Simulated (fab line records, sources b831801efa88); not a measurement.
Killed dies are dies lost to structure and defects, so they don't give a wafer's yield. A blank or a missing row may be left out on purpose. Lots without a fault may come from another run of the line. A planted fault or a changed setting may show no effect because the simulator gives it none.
Which tool did it? | flow sky130 | 12 lots, 36 wafers sampled, at 5 steps of a route of 708

WHAT THE GAUGES READ, wafer by wafer
The record holds no reading of a measuring or inspecting step that can be judged against a usual standard deviation.

WHICH TOOL RAN EACH LOT (tool, then ch and the chambers of the sampled wafers, then the start)
lot  | SKY_METAL1_SPUTTER_01        | SKY_VIA1_HMDS_05                  | SKY_METAL2_SPUTTER_00        | SKY_METAL2_SPUTTER_02        | SKY_PAD_OPEN_PROBE_99
L110 | pvd_sputter-04, day 32 08:02 | litho_track-01 ch 0, day 34 01:54 | pvd_sputter-03, day 34 16:55 | pvd_sputter-03, day 34 16:58 | -
L111 | pvd_sputter-01, day 32 14:28 | litho_track-03 ch 0, day 34 07:49 | pvd_sputter-03, day 34 23:13 | pvd_sputter-03, day 34 23:16 | -
L114 | pvd_sputter-01, day 33 16:23 | litho_track-01 ch 0, day 35 08:27 | pvd_sputter-04, day 35 23:51 | pvd_sputter-04, day 35 23:54 | -
L116 | pvd_sputter-01, day 34 06:11 | litho_track-01 ch 0, day 35 23:09 | pvd_sputter-04, day 36 14:18 | pvd_sputter-04, day 36 14:21 | -
L120 | pvd_sputter-03, day 36 01:30 | litho_track-01 ch 0, day 37 17:24 | pvd_sputter-04, day 38 08:16 | pvd_sputter-04, day 38 08:19 | -
L121 | pvd_sputter-01, day 36 07:04 | litho_track-03 ch 0, day 37 23:40 | pvd_sputter-04, day 38 14:38 | pvd_sputter-04, day 38 14:41 | -
L124 | pvd_sputter-04, day 36 21:50 | litho_track-01 ch 0, day 38 14:24 | pvd_sputter-04, day 39 04:59 | pvd_sputter-04, day 39 05:02 | -
L129 | pvd_sputter-01, day 38 00:08 | litho_track-03 ch 0, day 39 14:37 | pvd_sputter-04, day 40 05:03 | pvd_sputter-04, day 40 05:06 | prober-02, day 50 13:28
L128 | pvd_sputter-04, day 38 06:07 | litho_track-02 ch 0, day 39 21:38 | pvd_sputter-03, day 40 12:21 | pvd_sputter-03, day 40 12:24 | prober-01, day 50 19:39
L130 | pvd_sputter-03, day 38 13:37 | litho_track-02 ch 0, day 40 05:02 | pvd_sputter-03, day 40 19:35 | pvd_sputter-03, day 40 19:38 | prober-02, day 51 00:10
L131 | pvd_sputter-03, day 38 19:40 | litho_track-03 ch 0, day 40 11:04 | pvd_sputter-03, day 41 01:29 | pvd_sputter-03, day 41 01:32 | -
L133 | pvd_sputter-03, day 39 07:15 | litho_track-03 ch 0, day 40 21:25 | pvd_sputter-02, day 41 11:11 | pvd_sputter-02, day 41 11:14 | -
- SKY_METAL1_SPUTTER_01: material TiN, target thk 20 nm, time 16.7 s.
- SKY_VIA1_HMDS_05: prime time 60 s.
- SKY_METAL2_SPUTTER_00: material Ti, target thk 15 nm, time 10 s.
- SKY_METAL2_SPUTTER_02: material AlCu, target thk 250 nm, time 13.3 s.
- SKY_PAD_OPEN_PROBE_99

WHAT THE TOOLS THEMSELVES READ (means of the sampled wafers that have a number; where no wafer has one, the mark that the record gives instead)
SKY_METAL1_SPUTTER_01. Usual: cathode_dc_power_W 6500.1 W, standard deviation 1.1; chamber_pressure_pa 0.4000 Pa, standard deviation 0.00078; throttle_valve_pct 30.1 %, standard deviation 0.74.
lot  | tool           | cathode_dc_power_W (W) | chamber_pressure_pa (Pa) | throttle_valve_pct (%) | flag
L110 | pvd_sputter-04 | 6500.3                 | 0.3992                   | 30.1                   |
L111 | pvd_sputter-01 | 6500.5                 | 0.4003                   | 30.2                   |
L114 | pvd_sputter-01 | 6498.8                 | 0.3995                   | 29.8                   |
L116 | pvd_sputter-01 | 6499.0                 | 0.3995                   | 29.8                   |
L120 | pvd_sputter-03 | 6500.0                 | 0.4001                   | 30.1                   |
L121 | pvd_sputter-01 | 6500.0                 | 0.3996                   | 29.9                   |
L124 | pvd_sputter-04 | 6499.9                 | 0.4010                   | 29.6                   |
L129 | pvd_sputter-01 | 6499.4                 | 0.4005                   | 30.3                   |
L128 | pvd_sputter-04 | 6500.9                 | 0.4007                   | 29.5                   |
L130 | pvd_sputter-03 | 6499.5                 | 0.3996                   | 30.2                   |
L131 | pvd_sputter-03 | 6500.0                 | 0.4008                   | 30.1                   |
L133 | pvd_sputter-03 | 6500.2                 | 0.4002                   | 30.4                   |

SKY_VIA1_HMDS_05. Usual: prime_temp_c 120.02 C, standard deviation 0.15.
lot  | tool           | prime_temp_c (C) | flag
L110 | litho_track-01 | 120.11           |
L111 | litho_track-03 | 119.95           |
L114 | litho_track-01 | 120.06           |
L116 | litho_track-01 | 120.24           |
L120 | litho_track-01 | 123.30           | OFF
L121 | litho_track-03 | 119.90           |
L124 | litho_track-01 | 123.09           | OFF
L129 | litho_track-03 | 120.00           |
L128 | litho_track-02 | 119.96           |
L130 | litho_track-02 | 120.02           |
L131 | litho_track-03 | 119.80           |
L133 | litho_track-03 | 119.95           |

SKY_METAL2_SPUTTER_00. Usual: cathode_dc_power_W 2999.9 W, standard deviation 0.63; chamber_pressure_pa 0.4001 Pa, standard deviation 0.00077; throttle_valve_pct 30.1 %, standard deviation 0.78.
lot  | tool           | cathode_dc_power_W (W) | chamber_pressure_pa (Pa) | throttle_valve_pct (%) | flag
L110 | pvd_sputter-03 | 3000.3                 | 0.4000                   | 30.1                   |
L111 | pvd_sputter-03 | 3000.0                 | 0.4000                   | 30.1                   |
L114 | pvd_sputter-04 | 2999.3                 | 0.4005                   | 30.0                   |
L116 | pvd_sputter-04 | 2999.9                 | 0.4004                   | 29.7                   |
L120 | pvd_sputter-04 | 3000.1                 | 0.4003                   | 30.0                   |
L121 | pvd_sputter-04 | 3000.1                 | 0.4001                   | 30.4                   |
L124 | pvd_sputter-04 | 2999.8                 | 0.3996                   | 30.2                   |
L129 | pvd_sputter-04 | 3000.1                 | 0.3999                   | 30.1                   |
L128 | pvd_sputter-03 | 3000.2                 | 0.3997                   | 30.1                   |
L130 | pvd_sputter-03 | 3000.4                 | 0.3993                   | 30.1                   |
L131 | pvd_sputter-03 | 2999.6                 | 0.4002                   | 30.0                   |
L133 | pvd_sputter-02 | 2999.8                 | 0.4002                   | 30.5                   |

SKY_METAL2_SPUTTER_02. Usual: cathode_dc_power_W 10600 W, standard deviation 1.8; chamber_pressure_pa 0.4000 Pa, standard deviation 0.00078; throttle_valve_pct 30.2 %, standard deviation 0.79.
lot  | tool           | cathode_dc_power_W (W) | chamber_pressure_pa (Pa) | throttle_valve_pct (%) | flag
L110 | pvd_sputter-03 | 10598                  | 0.3995                   | 30.0                   |
L111 | pvd_sputter-03 | 10601                  | 0.4002                   | 30.1                   |
L114 | pvd_sputter-04 | 10600                  | 0.4009                   | 30.2                   |
L116 | pvd_sputter-04 | 10600                  | 0.4005                   | 29.9                   |
L120 | pvd_sputter-04 | 10599                  | 0.3997                   | 29.9                   |
L121 | pvd_sputter-04 | 10598                  | 0.3999                   | 30.5                   |
L124 | pvd_sputter-04 | 10599                  | 0.4004                   | 30.3                   |
L129 | pvd_sputter-04 | 10601                  | 0.4002                   | 30.1                   |
L128 | pvd_sputter-03 | 10599                  | 0.3992                   | 30.1                   |
L130 | pvd_sputter-03 | 10599                  | 0.3999                   | 30.0                   |
L131 | pvd_sputter-03 | 10599                  | 0.3992                   | 30.0                   |
L133 | pvd_sputter-02 | 10600                  | 0.3996                   | 30.4                   |

SKY_PAD_OPEN_PROBE_99. Usual: defect_limited_yield 82.3 %, standard deviation 2.2; killed_at_M0_to_M3 43, standard deviation 7.3; killed_at_M4_up 3.2, standard deviation 1.9; killed_at_contacts 25, standard deviation 5.4; killed_at_front_end 16, standard deviation 4.4; killed_at_other 0.4, standard deviation 0.66; killed_dies 87, standard deviation 11; killed_open 48, standard deviation 7.9; killed_short 39, standard deviation 6.5; sort_bin_3_pad_short 0.8 %, standard deviation 0.43; sort_bin_5_function 10.5 %, standard deviation 1.6; sort_bin_6_memory 6.4 %, standard deviation 1.2; sort_n_pass 405, standard deviation 11; sort_yield_pct 82.3 %, standard deviation 2.2.
lot  | tool      | defect_limited_yield (%) | killed_at_M0_to_M3 | killed_at_M4_up | killed_at_contacts | killed_at_front_end | killed_at_other | killed_dies | killed_open | killed_short | sort_bin_3_pad_short (%) | sort_bin_5_function (%) | sort_bin_6_memory (%) | sort_n_pass | sort_yield_pct (%) | flag
L129 | prober-02 | 84.7                     | 37                 | 2.0             | 24                 | 12                  | 0.3             | 75          | 40          | 34           | 1.1                      | 9.2                     | 4.9                   | 417         | 84.7               |
L128 | prober-01 | 82.9                     | 45                 | 3.0             | 23                 | 11                  | 1.0             | 84          | 45          | 39           | 0.9                      | 11.0                    | 5.2                   | 408         | 82.9               |
L130 | prober-02 | 84.8                     | 39                 | 3.3             | 17                 | 15                  | 0.7             | 75          | 42          | 33           | 0.7                      | 8.6                     | 5.8                   | 417         | 84.8               |

THE ANSWER, worked out from the rows above alone
Rule: a lot is off if the mean of its wafers that have a number lies more than 3 standard deviations from the usual mean. A lot without any number at a reading at which 4 lots or more have one is off too. The other lots that the step has rows for count as sound. The gauges are gone through in route order, then the tools' own readings, and for those a lot's mean is taken as printed above. The first step at which some lot is off is used, and at that step the reading that is off furthest; a lot without a number counts as furthest.
Off: L120, L124, at SKY_VIA1_HMDS_05 (prime_temp_c).
A tool fits if, at that step or a process step before it, it ran every lot that is off, and no sound lot after the first of them. One fits: litho_track-01 at SKY_VIA1_HMDS_05. Its last sound lot is L116 (day 35 23:09), its first lot that is off L120 (day 37 17:24): a fault that began between those two fits.
The tool's own readings at SKY_VIA1_HMDS_05 bear it out: on the lots that are off they differ by more than 5 times the standard deviation of the sound lots' means. prime_temp_c reads 123.19 C there against 120.00 C on the sound lots.

WHAT THE SIMULATOR HAD PUT IN
Process parameter drift: litho_track-01, from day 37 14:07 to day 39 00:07, at SKY_VIA1_HMDS_05. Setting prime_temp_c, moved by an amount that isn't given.
Lots struck among those shown: L120, L124. The rule above found the same.
